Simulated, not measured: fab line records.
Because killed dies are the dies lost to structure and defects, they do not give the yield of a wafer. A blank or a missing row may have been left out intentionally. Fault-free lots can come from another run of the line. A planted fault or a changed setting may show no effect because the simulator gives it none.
Which of the tools did it?	flow sky130	13 lots with 38 wafers sampled at 5 steps, on a route of 708 steps

== WHAT EACH GAUGE READ, for each wafer ==
SKY_VT_ADJUST_PCH_OVL_MEAS_07. Usual: VT_ADJUST_PCH_OVL 0.2 nm, standard deviation 1.4.
lot	measured	on	VT_ADJUST_PCH_OVL (nm)	flag
L196	day 10 09:43	overlay-01	0.2 1.4 4.1	
L198	day 11 06:10	overlay-01	0.5 -0.1 1.4	
L199	day 11 11:38	overlay-01	1.5 0.9 2.3	
L200	day 11 18:25	overlay-02	-0.1 -1.2 -1.8	
L202	day 12 05:43	overlay-01	-1.2 0.0 -1.1	
L205	day 13 06:49	overlay-02	1.9 0.9 2.1	
L206	day 13 11:52	overlay-02	-2.1 -1.1 -2.2	
L207	day 13 20:31	overlay-02	1.3 0.4 -0.2	
L208	day 14 05:34	overlay-01	1.0 -1.2 -1.5	
L209	day 14 10:36	overlay-01	2.8 1.0 2.2	
L212	day 16 01:34	overlay-02	0.1 1.1 1.8	
L216	day 16 16:43	overlay-02	-0.4 -0.6	
L217	day 17 04:46	overlay-02	-1.7 -1.7 0.0	

SKY_SONOS_TUNNEL_OVL_MEAS_08. Usual: SONOS_TUNNEL_OVL 0.9 nm, standard deviation 1.4.
lot	measured	on	SONOS_TUNNEL_OVL (nm)	flag
L196	day 11 09:08	overlay-02	1.0 -0.1 1.6	
L198	day 12 06:56	overlay-02	0.5 1.4 1.3	
L199	day 12 11:17	overlay-01	2.2 4.4 4.3	
L200	day 12 19:05	overlay-01	0.0 -0.8 -2.7	
L202	day 13 06:53	overlay-01	0.6 0.8 3.5	
L205	day 14 08:38	overlay-01	0.7 1.0 2.0	
L206	day 14 14:32	overlay-01	-1.0 1.0 -0.8	
L207	day 14 23:47	overlay-01	0.7 -0.1 -1.2	
L208	day 15 09:11	overlay-01	-0.5 -0.2 -1.1	
L209	day 15 13:29	overlay-02	1.1 0.1 1.8	
L212	day 17 06:11	overlay-02	2.5 1.4 0.9	
L216	day 17 22:20	overlay-02	-0.4 -0.6	
L217	day 18 10:05	overlay-01	1.5 -0.9 1.8	

SKY_SONOS_TUNNEL_TW_MEAS_12. Usual: SONOS_TUNNEL_TW 197.1, standard deviation 1.1.
lot	measured	on	SONOS_TUNNEL_TW	flag
L196	day 11 09:35	film metro-03	196.8 196.9 196.4	
L198	day 12 07:23	film metro-01	196.6 196.6 196.3	
L199	day 12 11:45	film metro-04	198.4 197.8 197.7	
L200	day 12 19:33	film metro-04	198.5 198.3 197.5	
L202	day 13 07:21	film metro-03	195.9 196.0 196.4	
L205	day 14 09:06	film metro-04	197.3 197.4 197.1	
L206	day 14 14:59	film metro-01	198.3 197.9 197.5	
L207	day 15 00:16	film metro-01	196.4 196.6 197.4	
L208	day 15 09:38	film metro-01	197.5 197.3 197.2	
L209	day 15 13:57	film metro-04	198.5 198.9 196.5	
L212	day 17 06:38	film metro-01	196.8 183.6 196.0	OFF
L216	day 17 22:47	film metro-04	198.8 185.6	OFF
L217	day 18 10:35	film metro-03	183.8 195.0 196.0	OFF

== WHAT TOOL EACH LOT RAN ON (gives the tool, then ch and the chambers of the sampled wafers, and finally the start) ==
lot	SKY_VT_ADJUST_NCORE_STRIP_10	SKY_SONOS_TUNNEL_IMPLANT_09
L196	plasma asher-02 ch 0,1, day 8 14:43	implanter-03 ch 0, day 11 09:10
L198	plasma asher-04 ch 0,1, day 9 07:20	implanter-02 ch 0, day 12 06:58
L199	plasma asher-03 ch 0,1, day 9 13:32	implanter-02 ch 0, day 12 11:22
L200	plasma asher-04 ch 0,1, day 9 18:56	implanter-04 ch 0, day 12 19:07
L202	plasma asher-02 ch 0,1, day 10 05:41	implanter-03 ch 0, day 13 06:57
L205	plasma asher-02 ch 0,1, day 11 05:28	implanter-02 ch 0, day 14 08:40
L206	plasma asher-04 ch 0,1, day 11 10:50	implanter-03 ch 0, day 14 14:34
L207	plasma asher-04 ch 0,1, day 11 18:58	implanter-03 ch 0, day 14 23:50
L208	plasma asher-03 ch 0, day 12 03:19	implanter-03 ch 0, day 15 09:13
L209	plasma asher-03 ch 0,1, day 12 07:52	implanter-03 ch 0, day 15 13:31
L212	plasma asher-04 ch 0,1, day 13 19:38	implanter-03 ch 0, day 17 06:13
L216	plasma asher-02 ch 0,1, day 14 10:25	implanter-03 ch 0, day 17 22:22
L217	plasma asher-03 ch 0,1, day 14 21:25	implanter-03 ch 0, day 18 10:08
- SKY_VT_ADJUST_NCORE_STRIP_10: strips in O2/N2.
- SKY_SONOS_TUNNEL_IMPLANT_09

== AS READ BY THE TOOLS THEMSELVES (means over the sampled wafers that have a number; for cases with no such wafer, the mark the record gives instead) ==
SKY_VT_ADJUST_NCORE_STRIP_10. Usual: drypump motor current A 5.9 A, standard deviation 0.33; oes product au 0.716 a.u., standard deviation 0.0043; strip time to endpoint s 14.21 s, standard deviation 0.032.
lot	tool	drypump motor current A (A)	oes product au (a.u.)	strip time to endpoint s (s)	flag
L196	plasma asher-02	5.8	0.716	14.21	
L198	plasma asher-04	5.8	0.721	14.23	
L199	plasma asher-03	5.9	0.714	14.23	
L200	plasma asher-04	5.8	0.718	14.21	
L202	plasma asher-02	5.9	0.719	14.20	
L205	plasma asher-02	6.2	0.710	14.17	
L206	plasma asher-04	5.8	0.717	14.22	
L207	plasma asher-04	5.9	0.712	14.21	
L208	plasma asher-03	5.8	0.712	14.18	
L209	plasma asher-03	5.9	0.715	14.18	
L212	plasma asher-04	5.8	0.715	14.22	
L216	plasma asher-02	6.0	0.708	14.23	
L217	plasma asher-03	5.9	0.720	14.17	

SKY_SONOS_TUNNEL_IMPLANT_09. Usual: beam on s 9.99 s, standard deviation 0.22; faraday current uA 5.64, standard deviation 0.12.
lot	tool	beam on s (s)	faraday current uA	flag
L196	implanter-03	10.16	5.55	
L198	implanter-02	10.03	5.61	
L199	implanter-02	10.01	5.63	
L200	implanter-04	10.00	5.63	
L202	implanter-03	10.12	5.57	
L205	implanter-02	10.16	5.56	
L206	implanter-03	10.29	5.46	
L207	implanter-03	9.89	5.69	
L208	implanter-03	10.09	5.61	
L209	implanter-03	9.84	5.72	
L212	implanter-03	9.26	6.18	OFF
L216	implanter-03	8.83	6.42	OFF
L217	implanter-03	9.27	6.16	OFF

== THE ANSWER, worked out from the rows above alone ==
Rule: a lot is off if the mean of its wafers that have a number lies more than 3 standard deviations from the usual mean. A lot without any number at a reading at which 4 lots or more have one is off too. All remaining lots with rows at the step are treated as sound. Order of review: gauges by route order, followed by the tools' own readings, for which a lot's mean as printed above is used. The first step at which some lot is off is used, and at that step the reading that is off furthest; a lot without a number counts as furthest.
Off: at SKY_SONOS_TUNNEL_TW_MEAS_12 (SONOS_TUNNEL_TW), L212, L216, L217.
If a tool, at a process step before that reading, ran all the lots that are off and no sound lot after the first of them, it fits. The gauges at SKY_SONOS_TUNNEL_TW_MEAS_12 aren't tried: what is off there is off at SKY_SONOS_TUNNEL_IMPLANT_09 too, on other tools, and a gauge's error can't cause that. One fits: implanter-03 at SKY_SONOS_TUNNEL_IMPLANT_09. Its last sound lot is L209 (day 15 13:31), its first lot that is off L212 (day 17 06:13): a fault that began between those two fits.
The tool's own readings at SKY_SONOS_TUNNEL_IMPLANT_09 bear it out: on the lots that are off they differ by more than 5 times the standard deviation of the sound lots' means. beam on s reads 9.12 s there against 10.06 s on the sound lots; faraday current uA reads 6.25 there against 5.60 on the sound lots.

== WHAT THE SIMULATOR HAD PUT IN ==
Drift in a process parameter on implanter-03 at SKY_SONOS_TUNNEL_IMPLANT_09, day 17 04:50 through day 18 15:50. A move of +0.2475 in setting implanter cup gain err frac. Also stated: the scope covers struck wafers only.
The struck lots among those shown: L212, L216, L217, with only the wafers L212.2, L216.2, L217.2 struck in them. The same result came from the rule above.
